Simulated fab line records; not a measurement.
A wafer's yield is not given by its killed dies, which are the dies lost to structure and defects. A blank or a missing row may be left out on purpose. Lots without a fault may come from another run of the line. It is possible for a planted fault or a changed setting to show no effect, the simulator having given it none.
Problem report, 8D (eight disciplines) form, completed by code / flow sky130 / the parts of the form that need people (team, actions taken, sign-off) are left out

## 1. WHAT WENT WRONG
dose-ions-cm2 at SKY_NWELL_IMPLANT_24 reads a mean of 9.0e+12 on 9 wafers of 3 lots; wafers without a fault read 9.2e+12 with a standard deviation of 1e+10. That is -19 standard deviations from the usual mean.
First observed at day 7 20:28: wafer L202.1, on implanter-04. At this step, 39 wafers from 13 lots have a number in the record. Rule for "out" (also "out of limits"): further than 4 standard deviations from the usual mean. All remaining wafers that have a number are taken as sound.

## 2. WHAT IT IS, WHAT IT ISN'T
question=which readings at this step | is=dose-ions-cm2 | is not=-
question=which lots | is=L202, L203, L205 | is not=L192, L193, L196, L198, L200, L204, L209, L211, L213, L215
question=which wafers of those lots | is=all that have a number | is not=-
question=read on which tools | is=implanter-04 | is not=implanter-01, implanter-03
question=when | is=from day 7 20:28 | is not=up to then (15 sound wafers); but 15 sound wafers of L204, L209, L211, L213, L215 came after

## 3. SUSPECTS, AND WHAT RULES EACH OUT
Counting: any tool at a process step up to the reading is kept as a suspect provided that every lot that is out went through it and no sound lot did after the first of them.
- implanter-04 at SKY_NWELL_IMPLANT_24: ruled out as a lasting fault. After its first lot that is out, L202 (day 7 20:28), sound lots L215 ran on it.
Left after counting: nothing in the record.

## 4. THE CAUSE (what the simulator had put in)
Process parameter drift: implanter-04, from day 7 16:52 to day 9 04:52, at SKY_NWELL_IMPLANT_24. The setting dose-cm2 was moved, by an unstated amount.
Counting ruled it out, wrongly.

## 5. SEQUENCE OF EFFECTS, ordered by route
Each row: a reading whose mean over the struck wafers that have a number lies more than 3 standard deviations from the usual. Only readings whose record carries a usual standard deviation are examined. hours: median over the lots of the time between each lot's start at the first step of this table that gives one and its start at this step. sigmas: the change, counted in usual standard deviations.
hours=0; step=SKY_NWELL_IMPLANT_24; reading=dose-ions-cm2; usual=9.2e+12; on struck wafers=9.0e+12; change=-1.9e+11; sigmas=-19
It contains these process steps:
- SKY_NWELL_IMPLANT_24
Later measuring or inspecting steps at which every struck wafer that the step has a row for has a number for every such reading, and none has moved that far: SKY_LOCAL_INTERCONNECT_OVL_MEAS_12.

## 6. WHAT WOULD HAVE CAUGHT IT SOONER
In this record the first reading out of limits was taken at day 7 20:28, 4 hours after the fault began at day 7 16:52.
